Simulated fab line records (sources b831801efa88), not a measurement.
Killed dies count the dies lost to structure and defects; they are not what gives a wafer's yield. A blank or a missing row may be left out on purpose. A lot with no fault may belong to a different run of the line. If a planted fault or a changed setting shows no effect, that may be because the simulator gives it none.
Which of the tools did it? + flow gf180mcu + 17 wafers sampled from 6 lots at 1 step of a route of 602

WHAT EACH GAUGE READ, for each wafer
GF_NSD_OVL_MEAS_08.
| lot  | measured     | on         | NSD_OVL (nm)   |
|------|--------------|------------|----------------|
| L913 | day 14 05:43 | overlay-01 | 1.8 1.2 1.3    |
| L917 | day 15 12:48 | overlay-01 | -2.3 -1.9 -1.0 |
| L918 | day 16 03:07 | overlay-01 | 0.3 0.4 0.6    |
| L921 | day 16 22:40 | overlay-01 | -3.1 -1.3 -0.3 |
| L924 | day 17 17:31 | overlay-01 | -0.1 -2.9      |
| L933 | day 20 23:12 | overlay-01 | 1.9 -0.2 -1.2  |

WHAT TOOL EACH LOT RAN ON (gives the tool, then ch and the chambers of the sampled wafers, and finally the start)
No process step before these readings appears in the record.

THE ANSWER, worked out from the rows above alone
Rule: the lots themselves supply what counts as usual. The widest of any qualifying gaps counts: lots, ordered by their means at a reading, are off when they make up no more than a third of the lots, leave a main group of 4 or more, and stand apart from it by 3 or more times the standard deviation of that group's means. A main group whose means are all the same, to the digits that the tables above print for the reading, isn't used. Also off: a lot with no number at a reading for which 4 or more lots have one. All remaining lots with rows at the step are treated as sound.
No lot is off at any reading shown: from this, nothing can be told.

WHAT WAS PUT IN BY THE SIMULATOR
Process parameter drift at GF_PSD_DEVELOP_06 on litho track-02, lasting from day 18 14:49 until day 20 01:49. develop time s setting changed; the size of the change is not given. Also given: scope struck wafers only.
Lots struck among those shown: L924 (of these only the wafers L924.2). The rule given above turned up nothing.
